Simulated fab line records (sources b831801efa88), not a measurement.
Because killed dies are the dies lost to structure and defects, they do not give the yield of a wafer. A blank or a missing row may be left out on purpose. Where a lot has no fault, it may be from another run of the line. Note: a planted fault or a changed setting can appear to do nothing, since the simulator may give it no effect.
One fault through the eyes of 2 desks    flow sky130    each desk has only its own numbers; what lay behind them comes last

== AT THE TOOL OWNER'S DESK: cvdW-01 ==
The tool's own readings at SKY_VIA1_CVD_21 (deposits W, target thk 270 nm, time 80.902 s): means of the sampled wafers that have a number, for each lot that ran on this tool. A lot is out of limits, marked OUT, if its mean lies more than 4 standard deviations from the usual mean; the brackets give that distance.
Columns: A = heaterPowerOuterW at SKY_VIA1_CVD_21, usual 543 W; B = heaterPowerW at SKY_VIA1_CVD_21, usual 888 W
lot   first seen here  A    B
L414  day 33 22:20     539  911
L415  day 34 01:46     544  920
L417  day 35 00:53     530  915
L424  day 37 05:41     531  899
L425  day 37 15:24     534  911
This desk found nothing out of limits on any of the 5 lots.

== THE METROLOGY DESK ==
Means of the sampled wafers that have a number, per lot and without regard to the tool the lot ran on: this is what the gauges read. A lot is out of limits, marked OUT, if its mean lies more than 4 standard deviations from the usual mean; the brackets give that distance.
Columns: A = METAL1_ALCU_THK at SKY_METAL1_THK_MEAS_06, usual 248 nm; B = METAL1_OVL at SKY_METAL1_OVL_MEAS_16, usual -3 nm; C = VIA1_W_RS at SKY_VIA1_RS_MEAS_22, usual 0.424 ohm/sq; D = VIA1_W_THK at SKY_VIA1_THK_MEAS_23, usual 273 nm; E = cdNm at SKY_METAL2_CD_MEAS_15, usual 140.0 nm
lot   first seen here  A    B    C                D              E
L414  day 31 14:03     245  -6   0.421            275            140.5
L415  day 31 17:45     248  -10  0.422            276            136.6
L416  day 31 22:54     248  -3   0.427            271            140.1
L417  day 32 16:23     249  1    0.424            275            140.8
L424  day 34 23:38     255  1    0.698 (+38) OUT  168 (-23) OUT  140.9
L425  day 35 08:26     247  2    0.676 (+35) OUT  173 (-22) OUT  142.5
L426  day 35 13:04     247  -4   0.425            274            141.7
L430  day 37 04:31     248  -4   0.424            273            139.6
L432  day 37 13:06     248  -4   0.428            272            138.3
L436  day 38 11:53     250  3    0.426            271            141.1
L437  day 39 07:54     247  -5   0.428            271            138.1
This desk's finding: out of limits on L424, L425; first on L424, day 37 05:48 (VIA1_W_RS at SKY_VIA1_RS_MEAS_22). L414, L415, L416, L417, L426, L430, L432, L436, L437: within limits.

== ALL TOGETHER ==
The metrology desk could have raised an alarm at day 37 05:48, on L424, L425.
Nothing out of limits was seen by the tool owner's desk.
The tool owner's desk has L424, L425 on record, within its limits.
Of the lots named, all ran SKY_VIA1_CVD_21 on cvdW-01.

== WHAT THE SIMULATOR HAD PUT IN ==
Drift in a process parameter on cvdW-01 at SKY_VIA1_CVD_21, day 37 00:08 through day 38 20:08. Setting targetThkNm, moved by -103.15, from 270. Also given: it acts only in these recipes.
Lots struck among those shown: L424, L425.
Delay in hours, fault start to first out-of-limits reading, per desk: metrology desk 6.
